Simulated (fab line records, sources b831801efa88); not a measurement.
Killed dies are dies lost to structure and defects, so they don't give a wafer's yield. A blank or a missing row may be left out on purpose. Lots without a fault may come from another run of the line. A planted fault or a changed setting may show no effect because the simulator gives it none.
A struck lot beside a sound one | flow gf180mcu | 20 steps out of a route of 602
Sound: wafers L407.2, L407.3, L407.6. Struck: wafer L399.1. (L399.2 of the same lot was not struck and is left out.) The cause comes at the end.
At each step with rows: each side's tool, then ch and its chambers, then its first start. Under that, the readings that differ: sound wafers | struck wafers | difference of the means | sigmas: that difference in standard deviations of wafers without a fault.
alike: readings whose means differ by less than 2 such deviations, and words and numbers that are the same on both sides. not compared: withheld readings, readings that some wafer has no value for, bounds like >300 that may hide the same value, and numbers for which the record gives no deviation and whose values overlap.
The two part at a step that has a row with sigmas, a row that says differs or no value, or rows on one side only. Numbers that don't overlap but have no deviation are shown without sigmas and don't part them. A reading that every wafer of one side lacks parts them only if that side has two wafers or more.

first, 1 step without rows for these wafers: GF_CONTACT_CMP_27 (polishes, stops on SiO2, t overpolish 15 s, target thk 0 nm).
GF_M1_SPUTTER_00: material Ti, target thk 37.5 nm, time 150 s.
  sound on pvd_sputter-04, day 23 13:10; struck on pvd_sputter-04, day 20 19:40
  alike: throttle_valve_pct
GF_M1_SPUTTER_01: material TiN, target thk 30 nm, time 25 s.
  sound on pvd_sputter-04, day 23 13:16; struck on pvd_sputter-04, day 20 19:46
  alike: throttle_valve_pct
GF_M1_SPUTTER_02: material AlCu, target thk 450 nm, time 23.9 s.
  sound on pvd_sputter-04, day 23 13:18; struck on pvd_sputter-04, day 20 19:48
  alike: throttle_valve_pct
then, 1 step without rows for these wafers: GF_M1_SPUTTER_03 (material Ti, target thk 10 nm, time 6.7 s).
GF_M1_SPUTTER_04: material TiN, target thk 50 nm, time 41.7 s.
  sound on pvd_sputter-04, day 23 13:21; struck on pvd_sputter-04, day 20 19:51
  alike: throttle_valve_pct
GF_M1_RS_MEAS_05: measures by four-point-probe.
  sound on film_metro-03, day 23 13:25; struck on film_metro-01, day 20 19:53
  alike: M1_ALCU_RS
GF_M1_THK_MEAS_06: measures by xrf.
  sound on film_metro-03, day 23 13:31; struck on film_metro-01, day 20 20:01
  alike: M1_ALCU_THK
then, 4 steps without rows for these wafers: GF_M1_DEHYDRATE_07 (time 60 s); GF_M1_HMDS_08 (prime time 60 s); GF_M1_COAT_09 (resist thk 1000 nm); GF_M1_SOFTBAKE_10 (time 60 s).
GF_M1_EXPOSE_11: exposes mask Metal1, target cd 230 nm.
  sound on krf_scanner-02 ch 0, day 24 00:14; struck on krf_scanner-02 ch 0, day 21 08:14
  alike: mask, stage_vel_mm_s
then, 2 steps without rows for these wafers: GF_M1_PEB_12 (peb time 90 s); GF_M1_DEVELOP_13 (develop time 60 s).
GF_M1_CD_MEAS_14: target cd 230 nm.
  sound on cd_sem-02, day 24 11:29; struck on cd_sem-01, day 21 19:42
  reading    | sound             | struck | difference | sigmas
  cd_nm (nm) | 229.4 231.1 229.0 | 176.2  | -53.6      | -54
GF_M1_OVL_MEAS_15:
  sound on overlay-02, day 24 11:35; struck on overlay-01, day 21 19:49
  alike: M1_OVL
GF_M1_METAL_ETCH_16: etches the open film in Cl2/BCl3, stops on SiO2, target depth 750.8 nm, time 125.1 s.
  sound on rie_metal-03 ch 0, day 24 11:40; struck on rie_metal-01 ch 0, day 21 19:51
  reading                | sound             | struck | difference                   | sigmas
  rf_hours_counter_h (h) | - - -             | 8      | no value on the sound wafers |
  model.M1.cd_nm (nm)    | 229.6 232.1 230.9 | 176.9  | -54.0                        |
  alike: drypump_motor_current_A, oes_product_au, throttle_valve_pct
GF_M1_STRIP_17: strips in O2/N2.
  sound on plasma_asher-02 ch 0,1, day 24 11:53; struck on plasma_asher-02 ch 1, day 21 19:59
  alike: drypump_motor_current_A, heater_power_w, oes_product_au, strip_time_to_endpoint_s
  not compared: rf_hours_counter_h
-- the record jumps here: 11 days lie between the struck wafers' starts before and after (it left off in module M1 and takes up again in module PASSIVATION, whose first step shown is number 602 of the route) --
GF_PASSIVATION_PROBE_99:
  the record has rows for the struck wafers here (prober-02, day 32 15:49) and none for the sound ones

WHERE THEY PART
First at GF_M1_CD_MEAS_14; last, within this record, at GF_PASSIVATION_PROBE_99.

WHY: what the simulator had put in
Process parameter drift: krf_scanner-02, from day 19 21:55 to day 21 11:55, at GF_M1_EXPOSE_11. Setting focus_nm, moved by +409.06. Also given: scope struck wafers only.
